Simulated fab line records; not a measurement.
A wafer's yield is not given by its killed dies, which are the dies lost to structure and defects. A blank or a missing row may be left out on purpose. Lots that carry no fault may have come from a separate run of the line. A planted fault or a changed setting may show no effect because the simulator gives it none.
Matching of chambers    flow gf180mcu    GF_V1_CMP_26 on cmp-02: 4 sister chambers
The step polishes, stops on SiO2, t overpolish 15 s, target thk 0 nm. 8 wafers are shown with their chamber, then 11 later ones without.

## WAFERS PAIRED WITH THEIR CHAMBERS
wafer   chamber  time-to-endpoint-s (s)  platen-rpm (rpm)
L080.3  2        84                      60.05
L080.4  0        84                      60.00
L085.3  2        89                      59.99
L089.2  0        80                      59.99
L091.1  1        85                      60.01
L091.4  3        80                      60.07
L091.6  1        86                      59.97
L092.1  3        82                      60.02

## WAFERS WITH NO CHAMBER GIVEN
wafer   time-to-endpoint-s (s)  platen-rpm (rpm)
L092.2  87                      59.95
L092.5  87                      60.04
L093.1  92                      59.95
L093.3  86                      60.01
L093.4  89                      59.94
L094.1  90                      60.05
L094.3  88                      60.03
L094.4  83                      60.01
L096.1  88                      59.98
L096.3  83                      59.93
L096.4  90                      60.00

## EACH ONE'S CHAMBER
wafer   from the rows above                in truth
L092.2  can't be placed: 1 or 2 or 0       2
L092.5  can't be placed: 2 or 1 or 3 or 0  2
L093.1  can't be placed: 1 or 2 or 0       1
L093.3  can't be placed: 2 or 1 or 0 or 3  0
L093.4  can't be placed: 1 or 2 or 0       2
L094.1  can't be placed: 2 or 1            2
L094.3  can't be placed: 2 or 1            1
L094.4  can't be placed: 0 or 1 or 3 or 2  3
L096.1  can't be placed: 1 or 2 or 0       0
L096.3  can't be placed: 0 or 1 or 2 or 3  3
L096.4  can't be placed: 2 or 1 or 0       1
Correct placement for 0 of the 11. These rows do not allow placing 11 (true chamber among the candidates in 11). Wrongly placed: 0.
How it was worked out, from the rows above alone: a wafer's distance from a chamber is the root of the sum, over the readings, of the square of ((its reading less the chamber's mean) divided by the reading's scatter). The wafer belongs to the nearest chamber; if the next one is less than 2 further off, it can't be placed. For every chamber, the mean is computed from those of its wafers that are shown. How the scatter is found: for the shown wafers, subtract from each reading the mean of its chamber, square and add these, divide the total by (wafers less chambers), then take the root.
